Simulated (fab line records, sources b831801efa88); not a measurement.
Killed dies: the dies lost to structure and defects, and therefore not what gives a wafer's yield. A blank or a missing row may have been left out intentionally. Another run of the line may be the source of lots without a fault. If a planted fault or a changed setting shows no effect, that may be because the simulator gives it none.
fab line records	flow sky130
record: lots: 5	wafers: 15	lastDay: 50
route steps=708 shown VIA1@473 METAL2@483
lots that met no fault: taken from a fault-free run of the same line
startH: start of the lot's first displayed wafer, in hours after the record's first day	waitH: how many hours have passed since the lot's step before this one	" the same as in the row above	L1.1+2: one row covering several wafers at once	- no value present, or no start provided	* or withheld: withheld	< > ~ a bound
route shown NAME@n: NAME is a module with steps in the file, n the number in the route of the first one	usual: mean/standard deviation taken from wafers without a fault	same: alike in all rows	chamber/n: place in a boat	sites: readings site by site	_std_site: their standard deviation	_edge_site: mean of outer sites minus mean of inner sites	radiusMm: how far each site lies from the wafer's centre	mask NAME#n: copy n	behind: the tool/chamber that last shaped the wafer	hold: what put the lot on hold/how long, in hours/how the hold closed	device: transistor that didn't switch, given as n, p or np	end of line: the same wafers' tests at the end of the route	step lacking rows: just its recipe	killed: dies that structure and defects cost at the first sort, which is not the same as the wafer's yield	map: shows each die of a wafer: x if killed, . if not, _ if none is there
set.NAME: the setting as run; set.NAME@STEP: as run at that earlier step	model.NAME: the simulator's own value behind a step, which no gauge read
lots at some steps of the route; a table a step, a row a wafer
services: from which hour (startH, from the record's first day; less than 0 if before it) a tool's chamber was out of use, for how many hours, and why
== steps ==
step: SKY_VIA1_ETCH_15
recipe: target: SiO2	chemistry: C4F8/O2/Ar	targetDepthNm: 351	stopOn: TiN	maskMaterial: KrF-thick	sourceW: 1500	biasW: 1200	pressureMtorr: 40	c4f8FlowSccm: withheld	O2_flow_sccm: 6	Ar_flow_sccm: 300	timeS: 54
usual: oesProductAu: 0.982/0.0054
same: timeS: 54
lot.wafer	tool	chamber	startH	waitH	oesProductAu	rfHoursCounterH
L991.2	rieDiel-03	2	787.43	0.0	0.986	2
L991.3	"	3	"	"	0.989	6
L991.5	"	1	"	"	0.989	-
L992.3	rieDiel-01	1	795.90	0.0	0.984	23
L992.4	"	1	"	"	0.984	-
L992.5	"	2	"	"	0.984	-
L103.2	rieDiel-03	3	887.23	0.0	0.980	9
L103.3	"	2	"	"	0.979	6
L103.6	"	3	"	"	0.986	-
L109.1	rieDiel-04	3	934.33	0.0	0.982	9
L109.2	"	1	"	"	0.985	12
L109.4	"	0	"	"	0.976	-
L112.1	rieDiel-03	3	946.50	0.0	0.979	11
L112.2	"	2	"	"	0.978	7
L112.3	"	0	"	"	0.984	9
step: SKY_VIA1_STRIP_16
recipe: chemistry: O2/N2	powerW: 1400	pressureMtorr: 1500	platenTempC: withheld	o2FlowSccm: 3000	n2FlowSccm: 300	overashFraction: 0.5
usual: drypumpMotorCurrentA: 6.0/0.38	oesProductAu: 0.414/0.0048	stripTimeToEndpointS: 4.440/0.023
lot.wafer	tool	chamber	startH	waitH	drypumpMotorCurrentA	oesProductAu	rfHoursCounterH	stripTimeToEndpointS
L991.2	plasmaAsher-03	0	787.47	0.0	5.4	0.408	6	4.404
L991.3	"	1	"	"	6.4	0.411	-	4.408
L991.5	"	0	"	"	5.4	0.421	-	4.439
L992.3	plasmaAsher-04	1	795.98	0.1	6.0	0.418	-	4.430
L992.4	"	0	"	"	5.6	0.412	-	4.409
L992.5	"	0	"	"	5.6	0.416	-	4.418
L103.2	plasmaAsher-02	1	887.27	0.0	5.8	0.413	39	4.427
L103.3	"	0	"	"	6.6	0.413	-	4.420
L103.6	"	0	"	"	6.6	0.407	-	4.420
L109.1	plasmaAsher-03	0	934.37	0.0	5.4	0.416	21	4.457
L109.2	"	1	"	"	6.4	0.417	21	4.419
L109.4	"	0	"	"	5.4	0.410	-	4.468
L112.1	plasmaAsher-04	1	946.55	0.0	6.0	0.419	115	4.461
L112.2	"	0	"	"	5.7	0.407	115	4.430
L112.3	"	1	"	"	6.0	0.414	-	4.432
step: SKY_VIA1_STRIP_17
recipe: chemistry: postEtchResidueRemover	timeS: 1200	tempC: 72.5
step: SKY_VIA1_CLEAN_18
recipe: chemistry: IPA	timeS: 180	tempC: 25
step: SKY_VIA1_CLEAN_19
recipe: chemistry: O3/DIW	dry: n2Spin
step: SKY_VIA1_SPUTTER_20
recipe: material: TiN	targetThkNm: 20	chamberPressurePa: 5	powerW: 4000	timeS: 80
step: SKY_VIA1_CVD_21
recipe: material: W	targetThkNm: 270	timeS: 80.902	tempC: 400	pressureTorr: 40
usual: heaterPowerW: 754/63
same: timeS: 80.902
lot.wafer	tool	chamber	startH	waitH	heaterPowerW
L991.2	cvdW-01	1	788.13	0.0	710
L991.3	"	1	"	"	724
L991.5	"	1	"	"	697
L992.3	cvdW-01	1	796.63	0.1	693
L992.4	"	0	"	"	806
L992.5	"	0	"	"	832
L103.2	cvdW-01	1	887.99	0.1	716
L103.3	"	1	"	"	715
L103.6	"	0	"	"	824
L109.1	cvdW-01	1	935.03	0.0	682
L109.2	"	0	"	"	839
L109.4	"	1	"	"	687
L112.1	cvdW-02	1	947.29	0.0	829
L112.2	"	0	"	"	693
L112.3	"	1	"	"	811
step: SKY_VIA1_RS_MEAS_22
recipe: thkMeasGauge: four-point-probe	reads: W_of_VIA1_CVD_21+TiN_of_VIA1_SPUTTER_20
usual: VIA1_W_RS: 0.430/0.0049
lot.wafer	tool	chamber	startH	waitH	VIA1_W_RS[ohm/sq]
L991.2	filmMetro-04	-	788.24	0.1	0.435
L991.3	"	-	"	"	0.432
L991.5	"	-	"	"	0.424
L992.3	filmMetro-02	-	796.73	0.1	0.432
L992.4	"	-	"	"	0.430
L992.5	"	-	"	"	0.425
L103.2	filmMetro-04	-	888.11	0.1	0.431
L103.3	"	-	"	"	0.438
L103.6	"	-	"	"	0.428
L109.1	filmMetro-03	-	935.12	0.1	0.432
L109.2	"	-	"	"	0.431
L109.4	"	-	"	"	0.436
L112.1	filmMetro-03	-	947.39	0.1	0.432
L112.2	"	-	"	"	0.432
L112.3	"	-	"	"	0.428
step: SKY_VIA1_THK_MEAS_23
recipe: thkMeasGauge: xrf	reads: W_of_VIA1_CVD_21
usual: VIA1_W_THK: 267/3.5
lot.wafer	tool	chamber	startH	waitH	VIA1_W_THK[nm]
L991.2	filmMetro-04	-	788.35	0.1	265
L991.3	"	-	"	"	268
L991.5	"	-	"	"	271
L992.3	filmMetro-02	-	796.83	0.1	264
L992.4	"	-	"	"	265
L992.5	"	-	"	"	268
L103.2	filmMetro-04	-	888.22	0.1	267
L103.3	"	-	"	"	262
L103.6	"	-	"	"	268
L109.1	filmMetro-03	-	935.24	0.1	271
L109.2	"	-	"	"	270
L109.4	"	-	"	"	268
L112.1	filmMetro-03	-	947.51	0.1	267
L112.2	"	-	"	"	268
L112.3	"	-	"	"	270
step: SKY_VIA1_CMP_24
recipe: stopOn: SiO2	tOverpolishS: 15	downForcePsi: 3.5	platenRpm: 60	targetThkNm: 0	padVelocityMS: 0.94248
step: SKY_METAL2_SPUTTER_00
recipe: material: Ti	targetThkNm: 15	powerW: 3000	timeS: 10	chamberPressurePa: 0.4
usual: throttleValvePct: 30.3/0.55
same: timeS: 10
lot.wafer	tool	chamber	startH	waitH	throttleValvePct
L991.2	pvdSputter-03	-	788.70	0.1	29.6
L991.3	"	-	"	"	30.3
L991.5	"	-	"	"	30.3
L992.3	pvdSputter-02	-	797.17	0.2	29.8
L992.4	"	-	"	"	29.8
L992.5	"	-	"	"	29.7
L103.2	pvdSputter-03	-	888.57	0.2	30.7
L103.3	"	-	"	"	30.5
L103.6	"	-	"	"	30.6
L109.1	pvdSputter-01	-	935.60	0.1	29.7
L109.2	"	-	"	"	31.4
L109.4	"	-	"	"	29.7
L112.1	pvdSputter-02	-	947.87	0.1	29.8
L112.2	"	-	"	"	30.6
L112.3	"	-	"	"	30.1
step: SKY_METAL2_SPUTTER_01
recipe: material: TiN	targetThkNm: 20	powerW: 6500	timeS: 16.7	chamberPressurePa: 0.4
step: SKY_METAL2_SPUTTER_02
recipe: material: AlCu	targetThkNm: 250	powerW: 10600	timeS: 13.3	chamberPressurePa: 0.4
usual: throttleValvePct: 30.3/0.53
lot.wafer	tool	chamber	startH	waitH	throttleValvePct	model.AlCu_of_METAL2_SPUTTER_02.thkNm
L991.2	pvdSputter-03	-	788.75	0.0	29.7	251.1
L991.3	"	-	"	"	30.7	250.1
L991.5	"	-	"	"	30.5	248.8
L992.3	pvdSputter-02	-	797.22	0.0	30.0	252
L992.4	"	-	"	"	30.2	251.2
L992.5	"	-	"	"	29.5	252.7
L103.2	pvdSputter-03	-	888.66	0.0	30.7	403.1
L103.3	"	-	"	"	30.4	250.7
L103.6	"	-	"	"	30.9	249.4
L109.1	pvdSputter-01	-	935.65	0.0	29.6	248.8
L109.2	"	-	"	"	31.5	242.6
L109.4	"	-	"	"	29.7	247.4
L112.1	pvdSputter-02	-	947.91	0.0	29.7	249.5
L112.2	"	-	"	"	30.8	247.8
L112.3	"	-	"	"	29.9	247.1
step: SKY_METAL2_SPUTTER_03
recipe: material: Ti	targetThkNm: 5	powerW: 3000	timeS: 3.3	chamberPressurePa: 0.4
step: SKY_METAL2_SPUTTER_04
recipe: material: TiN	targetThkNm: 70	powerW: 6500	timeS: 58.3	chamberPressurePa: 0.4
step: SKY_METAL2_RS_MEAS_05
recipe: thkMeasGauge: four-point-probe	reads: TiN_of_METAL2_SPUTTER_04+Ti_of_METAL2_SPUTTER_03+AlCu_of_METAL2_SPUTTER_02+TiN_of_METAL2_SPUTTER_01+Ti_of_METAL2_SPUTTER_00
usual: METAL2_ALCU_RS: 0.1269/0.0014
lot.wafer	tool	chamber	startH	waitH	METAL2_ALCU_RS[ohm/sq]
L991.2	filmMetro-04	-	788.86	0.0	0.1261
L991.3	"	-	"	"	0.1266
L991.5	"	-	"	"	0.1275
L992.3	filmMetro-02	-	797.35	0.1	0.1255
L992.4	"	-	"	"	0.1262
L992.5	"	-	"	"	0.1251
L103.2	filmMetro-01	-	888.87	0.1	0.0780
L103.3	"	-	"	"	0.1263
L103.6	"	-	"	"	0.1275
L109.1	filmMetro-01	-	935.74	0.0	0.1276
L109.2	"	-	"	"	0.1311
L109.4	"	-	"	"	0.1281
L112.1	filmMetro-02	-	948.01	0.0	0.1270
L112.2	"	-	"	"	0.1277
L112.3	"	-	"	"	0.1281
step: SKY_METAL2_THK_MEAS_06
recipe: thkMeasGauge: xrf	reads: AlCu_of_METAL2_SPUTTER_02
usual: METAL2_ALCU_THK: 249.3/2.8
lot.wafer	tool	chamber	startH	waitH	METAL2_ALCU_THK[nm]
L991.2	filmMetro-04	-	788.97	0.1	251.2
L991.3	"	-	"	"	251.1
L991.5	"	-	"	"	248.5
L992.3	filmMetro-02	-	797.45	0.1	251.4
L992.4	"	-	"	"	249.9
L992.5	"	-	"	"	251.9
L103.2	filmMetro-01	-	888.98	0.1	404.9
L103.3	"	-	"	"	251.4
L103.6	"	-	"	"	250.6
L109.1	filmMetro-01	-	935.86	0.1	251.3
L109.2	"	-	"	"	243.6
L109.4	"	-	"	"	248.2
L112.1	filmMetro-02	-	948.13	0.1	247.9
L112.2	"	-	"	"	245.0
L112.3	"	-	"	"	245.6
step: SKY_METAL2_DEHYDRATE_07
recipe: tempC: 200	timeS: 60
step: SKY_METAL2_HMDS_08
recipe: primeTimeS: 60	primeTempC: 120
step: SKY_METAL2_COAT_09
recipe: resist: BARC	tempC: withheld	timeS: withheld	spinRpm: 3000	resistThkNm: 60
step: SKY_METAL2_COAT_10
recipe: resist: KrF-thick	spinRpm: 3000	resistThkNm: 450
step: SKY_METAL2_SOFTBAKE_11
recipe: tempC: 100	timeS: 90	resist: KrF-thick
step: SKY_METAL2_EXPOSE_12
recipe: maskId: MM2	na: 0.8	sourceShape: annular	sigmaInner: 0.55	sigmaOuter: 0.85	targetCdNm: 140	doseMj: 28
step: SKY_METAL2_PEB_13
recipe: pebTempC: withheld	pebTimeS: withheld	resist: KrF-thick
step: SKY_METAL2_DEVELOP_14
recipe: developTimeS: 60	resist: KrF-thick	devTempC: 21
step: SKY_METAL2_CD_MEAS_15
recipe: targetCdNm: 140
usual: cdNm: 139.7/1.3
lot.wafer	tool	chamber	startH	waitH	cdNm
L991.2	cdSem-02	-	815.12	-	139.3
L991.3	"	-	"	"	139.6
L991.5	"	-	"	"	140.5
L992.3	cdSem-01	-	824.55	-	142.8
L992.4	"	-	"	"	140.8
L992.5	"	-	"	"	141.0
L103.2	cdSem-01	-	913.87	-	139.2
L103.3	"	-	"	"	139.6
L103.6	"	-	"	"	139.8
L109.1	cdSem-01	-	960.30	-	140.4
L109.2	"	-	"	"	138.2
L109.4	"	-	"	"	139.5
L112.1	cdSem-02	-	972.65	-	142.5
L112.2	"	-	"	"	142.0
L112.3	"	-	"	"	141.7
step: SKY_METAL2_OVL_MEAS_16
usual: METAL2_OVL: -2/5.2
lot.wafer	tool	chamber	startH	waitH	METAL2_OVL[nm]
L991.2	overlay-02	-	815.23	0.1	-1
L991.3	"	-	"	"	2
L991.5	"	-	"	"	6
L992.3	overlay-01	-	824.64	0.1	-1
L992.4	"	-	"	"	12
L992.5	"	-	"	"	2
L103.2	overlay-01	-	913.98	0.1	0
L103.3	"	-	"	"	-4
L103.6	"	-	"	"	-5
L109.1	overlay-02	-	960.42	0.1	-4
L109.2	"	-	"	"	-2
L109.4	"	-	"	"	-8
L112.1	overlay-02	-	972.77	0.1	-7
L112.2	"	-	"	"	-8
L112.3	"	-	"	"	2
step: SKY_METAL2_DESCUM_17
recipe: chemistry: O2	sourcePowerW: 150	biasPowerW: 0	pressureMtorr: 10	tempC: 40	timeS: 8
step: SKY_METAL2_ETCH_18
recipe: chemistry: N2/H2	target: BARC	ionEnergyEv: 200	biasW: 100	pressureMtorr: 30	n2FlowSccm: 100	h2FlowSccm: 200	icpW: 500	stopOn: SiO2	timeS: 45.9	targetDepthA: 600
usual: drypumpMotorCurrentA: 5.6/0.38	heBacksideLeakSccm: 3.40/0.19	oesProductAu: 0.854/0.0044	throttleValvePct: 13.224/0.0091
same: timeS: 45.9
lot.wafer	tool	chamber	startH	waitH	drypumpMotorCurrentA	heBacksideLeakSccm	oesProductAu	rfHoursCounterH	throttleValvePct
L991.2	rieMetal-01	1	815.29	0.0	5.0	3.38	0.847	9	13.231
L991.3	"	0	"	"	5.2	3.24	0.857	-	13.220
L991.5	"	0	"	"	5.2	3.14	0.847	-	13.232
L992.3	rieMetal-04	0	824.72	0.0	5.7	3.65	0.847	-	13.234
L992.4	"	1	"	"	5.7	3.45	0.854	-	13.220
L992.5	"	0	"	"	5.7	3.52	0.851	-	13.217
L103.2	rieMetal-01	0	914.04	0.0	5.3	3.21	0.851	1	13.232
L103.3	"	0	"	"	5.3	3.23	0.856	-	13.215
L103.6	"	1	"	"	5.0	3.48	0.860	-	13.225
L109.1	rieMetal-02	1	960.49	0.0	6.0	3.19	0.854	11	13.225
L109.2	"	0	"	"	5.9	3.68	0.859	15	13.221
L109.4	"	1	"	"	6.0	3.30	0.845	-	13.226
L112.1	rieMetal-02	0	972.83	0.0	5.9	3.53	0.850	15	13.234
L112.2	"	1	"	"	6.1	3.33	0.855	12	13.222
L112.3	"	0	"	"	5.9	3.69	0.858	-	13.211
step: SKY_METAL2_METAL_ETCH_19
recipe: targetDepthA: 3600	stopOn: SiO2	overEtchFrac: 0.3	timeS: 78	chemistry: Cl2/BCl3	resistSidewallDeg: 88	pressureMtorr: 10	icpW: 900	biasW: 48.5	Cl2_flow_sccm: 60	bcl3FlowSccm: 30
usual: drypumpMotorCurrentA: 5.6/0.38	heBacksideLeakSccm: 3.4/0.32	oesProductAu: 0.854/0.0056	throttleValvePct: 22.264/0.0081
same: timeS: 78
lot.wafer	tool	chamber	startH	waitH	drypumpMotorCurrentA	heBacksideLeakSccm	oesProductAu	rfHoursCounterH	throttleValvePct
L991.2	rieMetal-01	1	815.35	0.0	5.0	3.5	0.856	9	22.276
L991.3	"	0	"	"	5.3	3.2	0.852	-	22.264
L991.5	"	0	"	"	5.3	3.2	0.849	-	22.260
L992.3	rieMetal-04	0	824.79	0.1	5.7	3.7	0.850	-	22.265
L992.4	"	1	"	"	5.7	3.4	0.855	-	22.281
L992.5	"	0	"	"	5.7	3.7	0.854	-	22.259
L103.2	rieMetal-01	0	914.10	0.0	5.3	3.2	1.002	1	22.252
L103.3	"	0	"	"	5.3	2.9	0.852	-	22.264
L103.6	"	1	"	"	5.0	3.5	0.847	-	22.265
L109.1	rieMetal-02	1	960.55	0.0	6.0	3.3	0.860	11	22.253
L109.2	"	0	"	"	5.8	3.4	0.844	15	22.260
L109.4	"	1	"	"	6.0	3.4	0.857	-	22.283
L112.1	rieMetal-02	0	972.90	0.0	5.9	3.6	0.858	15	22.270
L112.2	"	1	"	"	6.0	3.4	0.854	12	22.275
L112.3	"	0	"	"	5.9	3.8	0.855	-	22.263
step: SKY_METAL2_STRIP_20
recipe: chemistry: O2/N2	powerW: 1400	pressureMtorr: 1500	platenTempC: withheld	o2FlowSccm: 3000	n2FlowSccm: 300	overashFraction: 0.5
== services ==
tool	chamber	startH	hours	kind
pvdSputter-02	-	785.23	1.8	repair
pvdSputter-02	-	789.15	0.9	repair
rieDiel-01	3	789.33	13.5	repair
pvdSputter-01	-	791.25	1.6	repair
pvdSputter-02	-	798.55	1.5	repair
rieDiel-03	1	822.14	2.9	repair
rieDiel-03	1	830.01	5.3	repair
plasmaAsher-02	-	837.87	0.9	repair
pvdSputter-02	-	838.69	1.8	repair
rieDiel-03	-	847.79	1.0	repair
pvdSputter-03	-	859.13	2.7	repair
rieDiel-01	0	859.72	4.0	repair
cvdW-01	-	861.03	1.5	repair
rieMetal-01	-	865.09	7.2	repair
rieDiel-04	2	873.86	4.6	repair
rieMetal-01	-	892.59	14.6	pm
rieDiel-01	3	902.48	4.3	repair
cvdW-01	-	904.00	14.0	pm
rieDiel-01	1	904.45	1.9	repair
pvdSputter-03	-	907.87	2.3	repair
cvdW-01	0	915.13	12.6	repair
plasmaAsher-03	-	936.56	0.6	repair
pvdSputter-01	-	960.41	2.3	repair
plasmaAsher-03	-	966.15	0.8	repair
== key ==
firstSign: step: SKY_METAL2_RS_MEAS_05	reading: METAL2_ALCU_RS	direction: down	sigmas: 36	usual: 0.1269	struck: 0.0780
effect: step: SKY_METAL2_THK_MEAS_06	reading: METAL2_ALCU_THK	direction: up	sigmas: 56	usual: 249.3	struck: 404.9
effect: step: SKY_METAL2_METAL_ETCH_19	reading: oesProductAu	direction: up	sigmas: 26	usual: 0.854	struck: 1.002
modelEffect: step: SKY_METAL2_SPUTTER_02	value: AlCu_of_METAL2_SPUTTER_02.thkNm	without: 249.6	struck: 403.1
metAt SKY_METAL2_SPUTTER_02
struckWafers L103.2
laterRowsLeftOut L103.2
sortLeftOut L103.2
onsetBetween 788.75 888.66
fault: kind: processParameterDrift	tool: pvdSputter-03	chamber: -	onsetH: 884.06	steps: SKY_METAL2_SPUTTER_02	channel: targetThkNm	offset: 153.49	shape: step	endH: 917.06	scope: struckWafersOnly	actsIn: theseRecipesOnly	stated: 250
sortLeftOut: the simulated sort isn't trusted on such a fault, so these wafers' sort isn't shown, and their yield isn't known
laterRowsLeftOut: the simulator's readings of these wafers behind a module that went badly wrong aren't trusted and aren't shown, but for the sort
